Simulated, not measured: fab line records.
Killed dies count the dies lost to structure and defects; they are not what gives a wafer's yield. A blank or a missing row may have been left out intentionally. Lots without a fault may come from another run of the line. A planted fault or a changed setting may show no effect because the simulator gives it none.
Chamber matching / flow gf180mcu / 4 sister chambers for GF_POLY_GATE_ETCH_13 on rieSi-01
The step etches poly-Si in HBr/Cl2, stops on SiO2, target depth 198.5 nm, time 69.6 s. 36 wafers are shown with their chamber, then 12 later ones without.

EACH WAFER AND ITS CHAMBER
wafer=L075.2; chamber=1; drypumpMotorCurrentA (A)=6.7; oesProductAu (a.u.)=0.980; throttleValvePct (%)=33.692
wafer=L075.3; chamber=0; drypumpMotorCurrentA (A)=5.6; oesProductAu (a.u.)=0.972; throttleValvePct (%)=33.674
wafer=L075.6; chamber=2; drypumpMotorCurrentA (A)=6.0; oesProductAu (a.u.)=0.986; throttleValvePct (%)=33.679
wafer=L076.1; chamber=0; drypumpMotorCurrentA (A)=5.6; oesProductAu (a.u.)=0.974; throttleValvePct (%)=33.693
wafer=L076.4; chamber=3; drypumpMotorCurrentA (A)=5.7; oesProductAu (a.u.)=0.990; throttleValvePct (%)=33.683
wafer=L076.5; chamber=0; drypumpMotorCurrentA (A)=5.6; oesProductAu (a.u.)=0.969; throttleValvePct (%)=33.693
wafer=L077.1; chamber=3; drypumpMotorCurrentA (A)=5.7; oesProductAu (a.u.)=0.987; throttleValvePct (%)=33.699
wafer=L077.3; chamber=0; drypumpMotorCurrentA (A)=5.6; oesProductAu (a.u.)=0.979; throttleValvePct (%)=33.688
wafer=L077.4; chamber=1; drypumpMotorCurrentA (A)=6.6; oesProductAu (a.u.)=0.983; throttleValvePct (%)=33.678
wafer=L078.2; chamber=3; drypumpMotorCurrentA (A)=5.7; oesProductAu (a.u.)=0.980; throttleValvePct (%)=33.681
wafer=L078.3; chamber=1; drypumpMotorCurrentA (A)=6.7; oesProductAu (a.u.)=0.961; throttleValvePct (%)=33.682
wafer=L078.5; chamber=1; drypumpMotorCurrentA (A)=6.6; oesProductAu (a.u.)=0.982; throttleValvePct (%)=33.710
wafer=L079.1; chamber=2; drypumpMotorCurrentA (A)=6.0; oesProductAu (a.u.)=0.991; throttleValvePct (%)=33.684
wafer=L079.2; chamber=3; drypumpMotorCurrentA (A)=5.7; oesProductAu (a.u.)=0.978; throttleValvePct (%)=33.692
wafer=L079.3; chamber=2; drypumpMotorCurrentA (A)=6.0; oesProductAu (a.u.)=0.975; throttleValvePct (%)=33.698
wafer=L080.1; chamber=2; drypumpMotorCurrentA (A)=5.9; oesProductAu (a.u.)=0.989; throttleValvePct (%)=33.672
wafer=L080.2; chamber=3; drypumpMotorCurrentA (A)=5.7; oesProductAu (a.u.)=0.982; throttleValvePct (%)=33.691
wafer=L080.3; chamber=2; drypumpMotorCurrentA (A)=6.0; oesProductAu (a.u.)=0.988; throttleValvePct (%)=33.684
wafer=L081.1; chamber=1; drypumpMotorCurrentA (A)=6.6; oesProductAu (a.u.)=0.979; throttleValvePct (%)=33.676
wafer=L081.2; chamber=0; drypumpMotorCurrentA (A)=5.6; oesProductAu (a.u.)=0.973; throttleValvePct (%)=33.676
wafer=L081.4; chamber=2; drypumpMotorCurrentA (A)=5.9; oesProductAu (a.u.)=1.007; throttleValvePct (%)=33.689
wafer=L082.1; chamber=1; drypumpMotorCurrentA (A)=6.6; oesProductAu (a.u.)=0.972; throttleValvePct (%)=33.669
wafer=L082.3; chamber=0; drypumpMotorCurrentA (A)=5.6; oesProductAu (a.u.)=0.975; throttleValvePct (%)=33.686
wafer=L082.6; chamber=1; drypumpMotorCurrentA (A)=6.7; oesProductAu (a.u.)=0.975; throttleValvePct (%)=33.686
wafer=L085.1; chamber=1; drypumpMotorCurrentA (A)=6.6; oesProductAu (a.u.)=0.989; throttleValvePct (%)=33.697
wafer=L085.4; chamber=3; drypumpMotorCurrentA (A)=5.8; oesProductAu (a.u.)=0.984; throttleValvePct (%)=33.671
wafer=L085.6; chamber=2; drypumpMotorCurrentA (A)=6.0; oesProductAu (a.u.)=0.987; throttleValvePct (%)=33.693
wafer=L086.1; chamber=1; drypumpMotorCurrentA (A)=6.7; oesProductAu (a.u.)=0.970; throttleValvePct (%)=33.677
wafer=L086.2; chamber=2; drypumpMotorCurrentA (A)=5.9; oesProductAu (a.u.)=0.992; throttleValvePct (%)=33.661
wafer=L086.3; chamber=0; drypumpMotorCurrentA (A)=5.6; oesProductAu (a.u.)=0.978; throttleValvePct (%)=33.700
wafer=L087.1; chamber=0; drypumpMotorCurrentA (A)=5.6; oesProductAu (a.u.)=0.983; throttleValvePct (%)=33.682
wafer=L087.4; chamber=3; drypumpMotorCurrentA (A)=5.7; oesProductAu (a.u.)=0.989; throttleValvePct (%)=33.671
wafer=L087.5; chamber=1; drypumpMotorCurrentA (A)=6.7; oesProductAu (a.u.)=0.992; throttleValvePct (%)=33.678
wafer=L088.1; chamber=3; drypumpMotorCurrentA (A)=5.7; oesProductAu (a.u.)=0.985; throttleValvePct (%)=33.696
wafer=L088.3; chamber=2; drypumpMotorCurrentA (A)=6.0; oesProductAu (a.u.)=1.000; throttleValvePct (%)=33.676
wafer=L088.4; chamber=2; drypumpMotorCurrentA (A)=5.9; oesProductAu (a.u.)=0.989; throttleValvePct (%)=33.685

SIGNATURES (means of the wafers above)
reading=drypumpMotorCurrentA; chamber 0=5.600; chamber 1=6.650; chamber 2=5.960; chamber 3=5.713; scatter within a chamber=0.0425
reading=oesProductAu; chamber 0=0.97537; chamber 1=0.97830; chamber 2=0.99040; chamber 3=0.98438; scatter within a chamber=0.00723
reading=throttleValvePct; chamber 0=33.68650; chamber 1=33.68450; chamber 2=33.68210; chamber 3=33.68550; scatter within a chamber=0.0108
Rule: distance of a wafer from a chamber = root of the sum over the readings of ((wafer's reading minus chamber's mean) / reading's scatter) squared. The wafer belongs to the nearest chamber; if the next one is less than 2 further off, it can't be placed. How the scatter is found: for the shown wafers, subtract from each reading the mean of its chamber, square and add these, divide the total by (wafers less chambers), then take the root.

WAFERS WHOSE CHAMBER IS MISSING
wafer=L089.2; drypumpMotorCurrentA (A)=5.7; oesProductAu (a.u.)=0.992; throttleValvePct (%)=33.685
wafer=L089.4; drypumpMotorCurrentA (A)=5.7; oesProductAu (a.u.)=0.990; throttleValvePct (%)=33.682
wafer=L089.5; drypumpMotorCurrentA (A)=5.9; oesProductAu (a.u.)=0.987; throttleValvePct (%)=33.665
wafer=L092.2; drypumpMotorCurrentA (A)=6.6; oesProductAu (a.u.)=0.993; throttleValvePct (%)=33.692
wafer=L092.3; drypumpMotorCurrentA (A)=5.7; oesProductAu (a.u.)=0.983; throttleValvePct (%)=33.680
wafer=L092.4; drypumpMotorCurrentA (A)=5.6; oesProductAu (a.u.)=0.983; throttleValvePct (%)=33.694
wafer=L093.1; drypumpMotorCurrentA (A)=5.8; oesProductAu (a.u.)=0.989; throttleValvePct (%)=33.675
wafer=L093.3; drypumpMotorCurrentA (A)=6.7; oesProductAu (a.u.)=1.000; throttleValvePct (%)=33.681
wafer=L093.5; drypumpMotorCurrentA (A)=6.6; oesProductAu (a.u.)=0.992; throttleValvePct (%)=33.686
wafer=L096.4; drypumpMotorCurrentA (A)=5.8; oesProductAu (a.u.)=0.991; throttleValvePct (%)=33.678
wafer=L096.5; drypumpMotorCurrentA (A)=5.9; oesProductAu (a.u.)=0.996; throttleValvePct (%)=33.693
wafer=L096.6; drypumpMotorCurrentA (A)=5.8; oesProductAu (a.u.)=0.992; throttleValvePct (%)=33.681

WHICH CHAMBER EACH ONE RAN IN
wafer=L089.2; from the rows above=3; in truth=3
wafer=L089.4; from the rows above=3; in truth=3
wafer=L089.5; from the rows above=2; in truth=2
wafer=L092.2; from the rows above=1; in truth=1
wafer=L092.3; from the rows above=3; in truth=3
wafer=L092.4; from the rows above=can't be placed: 0 or 3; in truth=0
wafer=L093.1; from the rows above=can't be placed: 3 or 2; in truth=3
wafer=L093.3; from the rows above=1; in truth=1
wafer=L093.5; from the rows above=1; in truth=1
wafer=L096.4; from the rows above=can't be placed: 3 or 2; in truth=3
wafer=L096.5; from the rows above=2; in truth=2
wafer=L096.6; from the rows above=can't be placed: 3 or 2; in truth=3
8 of 12 placed correctly. From these rows, 4 cannot be placed; in 4 the true chamber is one of the candidates. 0 placed wrongly.
